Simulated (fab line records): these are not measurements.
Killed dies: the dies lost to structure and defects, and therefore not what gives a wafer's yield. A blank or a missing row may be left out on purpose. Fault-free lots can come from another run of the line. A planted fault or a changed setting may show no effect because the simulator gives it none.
Which tool did it? | flow gf180mcu | 42 wafers from 14 lots sampled at 2 of the route's 602 steps

WHAT EACH GAUGE READ, for each wafer
GF_VT_IMPLANT_TW_MEAS_43.
lot  | measured     | on            | VT_IMPLANT_4_TW
L238 | day 7 13:52  | film-metro-01 | 685 684 683
L239 | day 7 21:32  | film-metro-03 | 702 702 704
L240 | day 8 06:12  | film-metro-04 | 703 705 703
L241 | day 8 09:26  | film-metro-03 | 698 700 704
L244 | day 9 11:38  | film-metro-04 | 694 696 694
L249 | day 10 16:48 | film-metro-01 | 690 691 696
L250 | day 10 23:04 | film-metro-03 | 698 703 698
L252 | day 12 05:22 | film-metro-01 | 685 682 685
L253 | day 12 06:33 | film-metro-03 | 695 696 694
L254 | day 12 07:00 | film-metro-03 | 692 693 692
L255 | day 12 08:18 | film-metro-03 | 694 693 695
L257 | day 13 10:14 | film-metro-04 | 700 701 702
L258 | day 13 15:23 | film-metro-03 | 692 690 691
L260 | day 14 09:08 | film-metro-04 | 701 701 700

GF_HV_LDD_OVL_MEAS_20.
lot  | measured     | on         | HV_LDD_01_OVL (nm)
L238 | day 10 22:26 | overlay-01 | 0.6 0.3 1.5
L239 | day 11 05:53 | overlay-01 | 0.8 1.2 0.5
L240 | day 11 14:17 | overlay-02 | -0.6 -2.1 -0.1
L241 | day 11 20:17 | overlay-01 | 1.3 1.3 0.9
L244 | day 12 22:44 | overlay-01 | 2.0 1.2 2.7
L249 | day 14 14:35 | overlay-02 | 1.1 0.4 1.2
L250 | day 14 14:43 | overlay-02 | 1.4 2.4 -0.2
L252 | day 16 03:41 | overlay-01 | -0.3 1.7 0.3
L253 | day 16 02:59 | overlay-02 | -3.6 -0.6 -1.1
L254 | day 16 04:32 | overlay-02 | 0.8 -1.7 -2.3
L255 | day 16 09:10 | overlay-01 | 0.6 2.4 0.6
L257 | day 17 10:37 | overlay-01 | 1.5 0.2 -0.5
L258 | day 17 16:46 | overlay-01 | 1.8 0.5 2.6
L260 | day 18 13:17 | overlay-01 | -0.3 -2.9 -1.4

EACH LOT AND THE TOOL THAT RAN IT (in order: tool; ch and the chambers of the sampled wafers; start)
The record holds no process step before these readings.

AS READ BY THE TOOLS THEMSELVES (means over the sampled wafers that have a number; for cases with no such wafer, the mark the record gives instead)
The record holds no such reading with a usual standard deviation.

THE ANSWER, worked out from the rows above alone
Rule: usual is defined by the lots themselves. Put in order of their means at a reading, lots are off if they are a third of the lots or fewer, leave a main group of 4 or more, and stand apart from it by a gap of 3 or more times the standard deviation of the main group's means; of several such gaps the widest counts. If all means in a main group match to the digits the tables above print for the reading, that group is not used. Also off: a lot with no number at a reading for which 4 or more lots have one. All remaining lots with rows at the step are treated as sound. The gauges are gone through in route order, then the tools' own readings, and for those a lot's mean is taken as printed above. The first step at which some lot is off is used, and at that step the reading that is off furthest; a lot without a number counts as furthest.
Across all readings shown, no lot is off: no conclusion can be drawn from this.

WHAT THE SIMULATOR HAD PUT IN
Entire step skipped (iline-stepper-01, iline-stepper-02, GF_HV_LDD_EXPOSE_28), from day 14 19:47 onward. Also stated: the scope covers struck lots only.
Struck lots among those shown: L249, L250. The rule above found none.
